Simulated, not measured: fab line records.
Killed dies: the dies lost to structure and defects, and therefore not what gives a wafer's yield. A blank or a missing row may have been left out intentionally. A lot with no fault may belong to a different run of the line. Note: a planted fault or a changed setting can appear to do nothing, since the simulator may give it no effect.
Which tool was responsible? | flow gf180mcu | 72 wafers from 24 lots sampled at 2 of the route's 602 steps

== WHAT EACH GAUGE READ, for each wafer ==
GF_HV_LDD_TW_MEAS_11.
lot  | measured     | on            | HV_LDD_TW
L074 | day 10 04:28 | film metro-01 | 2443 2439 2443
L075 | day 10 08:24 | film metro-02 | 2435 2416 2436
L076 | day 10 14:33 | film metro-01 | 2438 2438 2446
L077 | day 10 22:22 | film metro-03 | 2391 2395 2395
L078 | day 11 06:14 | film metro-03 | 2390 2392 2399
L079 | day 11 14:14 | film metro-03 | 2397 2402 2397
L080 | day 11 18:20 | film metro-01 | 2429 2421 2429
L081 | day 12 01:48 | film metro-01 | 2428 2436 2434
L082 | day 12 10:09 | film metro-01 | 2422 2433 2419
L083 | day 12 21:32 | film metro-03 | 2381 2382 2375
L084 | day 13 04:05 | film metro-03 | 2379 2381 2389
L085 | day 13 10:30 | film metro-01 | 2433 2435 2435
L086 | day 13 15:41 | film metro-02 | 2430 2414 2444
L087 | day 13 22:54 | film metro-01 | 2431 2419 2434
L088 | day 14 05:38 | film metro-03 | 2390 2390 2393
L089 | day 14 11:55 | film metro-01 | 2431 2422 2417
L090 | day 14 19:07 | film metro-01 | 2421 2423 2431
L091 | day 15 08:24 | film metro-01 | 2458 2450 2448
L092 | day 15 10:46 | film metro-02 | 2434 2423 2416
L093 | day 15 22:20 | film metro-01 | 2452 2451 2448
L094 | day 16 03:28 | film metro-02 | 2431 2444 2422
L095 | day 16 11:11 | film metro-03 | 2380 2382 2391
L096 | day 16 17:34 | film metro-02 | 2433 2426 2427
L097 | day 17 06:21 | film metro-02 | 2407 2426 2414

== EACH LOT AND THE TOOL THAT RAN IT (in order: tool; ch and the chambers of the sampled wafers; start) ==
lot  | GF_POLY_GATE_ETCH_12
L074 | rie diel-04 ch 1,2, day 9 07:58
L075 | rie diel-02 ch 2,3, day 9 12:25
L076 | rie diel-02 ch 1,2,3, day 9 18:46
L077 | rie diel-01 ch 0,2,3, day 10 02:15
L078 | rie diel-04 ch 0,3, day 10 08:13
L079 | rie diel-04 ch 0,1, day 10 17:49
L080 | rie diel-01 ch 1,2,3, day 10 21:49
L081 | rie diel-02 ch 0,1,3, day 11 05:19
L082 | rie diel-04 ch 0,2,3, day 11 12:13
L083 | rie diel-04 ch 0,3, day 12 00:00
L084 | rie diel-04 ch 0,1, day 12 06:48
L085 | rie diel-04 ch 0,2,3, day 12 12:25
L086 | rie diel-01 ch 0,2,3, day 12 17:43
L087 | rie diel-04 ch 0,2,3, day 13 01:22
L088 | rie diel-04 ch 0,1,2, day 13 07:49
L089 | rie diel-01 ch 0,1,3, day 13 12:49
L090 | rie diel-01 ch 1,2,3, day 13 18:57
L091 | rie diel-01 ch 0,1,2, day 14 08:12
L092 | rie diel-04 ch 0,1,3, day 14 10:46
L093 | rie diel-02 ch 0,1, day 14 22:34
L094 | rie diel-01 ch 0,1,3, day 15 03:00
L095 | rie diel-04 ch 1,2,3, day 15 11:22
L096 | rie diel-04 ch 0,2,3, day 15 17:36
L097 | rie diel-04 ch 0,2,3, day 16 06:12
- GF_POLY_GATE_ETCH_12: etches BARC in N2/H2.

== AS READ BY THE TOOLS THEMSELVES (means over the sampled wafers that have a number; for cases with no such wafer, the mark the record gives instead) ==
GF_POLY_GATE_ETCH_12.
lot  | tool        | drypump motor current A (A) | oes product au (a.u.) | throttle valve pct (%)
L074 | rie diel-04 | 5.6                         | 0.734                 | 13.215
L075 | rie diel-02 | 5.6                         | 0.738                 | 13.215
L076 | rie diel-02 | 5.6                         | 0.736                 | 13.220
L077 | rie diel-01 | 5.6                         | 0.731                 | 13.218
L078 | rie diel-04 | 6.2                         | 0.731                 | 13.220
L079 | rie diel-04 | 6.0                         | 0.736                 | 13.210
L080 | rie diel-01 | 5.7                         | 0.735                 | 13.214
L081 | rie diel-02 | 5.4                         | 0.732                 | 13.225
L082 | rie diel-04 | 6.0                         | 0.743                 | 13.212
L083 | rie diel-04 | 6.1                         | 0.737                 | 13.213
L084 | rie diel-04 | 5.6                         | 0.740                 | 13.220
L085 | rie diel-04 | 6.0                         | 0.737                 | 13.212
L086 | rie diel-01 | 5.6                         | 0.738                 | 13.206
L087 | rie diel-04 | 6.0                         | 0.732                 | 13.214
L088 | rie diel-04 | 5.7                         | 0.738                 | 13.208
L089 | rie diel-01 | 5.8                         | 0.734                 | 13.211
L090 | rie diel-01 | 5.7                         | 0.735                 | 13.211
L091 | rie diel-01 | 5.5                         | 0.733                 | 13.221
L092 | rie diel-04 | 5.9                         | 0.738                 | 13.214
L093 | rie diel-02 | 5.4                         | 0.735                 | 13.217
L094 | rie diel-01 | 5.8                         | 0.736                 | 13.210
L095 | rie diel-04 | 5.7                         | 0.733                 | 13.212
L096 | rie diel-04 | 6.1                         | 0.733                 | 13.212
L097 | rie diel-04 | 6.0                         | 0.731                 | 13.215

== THE ANSWER, worked out from the rows above alone ==
Rule: the lots themselves supply what counts as usual. Put in order of their means at a reading, lots are off if they are a third of the lots or fewer, leave a main group of 4 or more, and stand apart from it by a gap of 3 or more times the standard deviation of the main group's means; of several such gaps the widest counts. Not used: any main group whose means are identical at the precision the tables above print for the reading. Also off: a lot with no number at a reading for which 4 or more lots have one. The other lots that the step has rows for count as sound. After the gauges, taken in route order, come the tools' own readings; for these a lot's mean is taken, as printed above. At the first step where some lot is off, the reading lying furthest off is the one used; lots without a number count as furthest.
No lot is off at any reading shown: from this, nothing can be told.

== WHAT THE SIMULATOR HAD INSERTED ==
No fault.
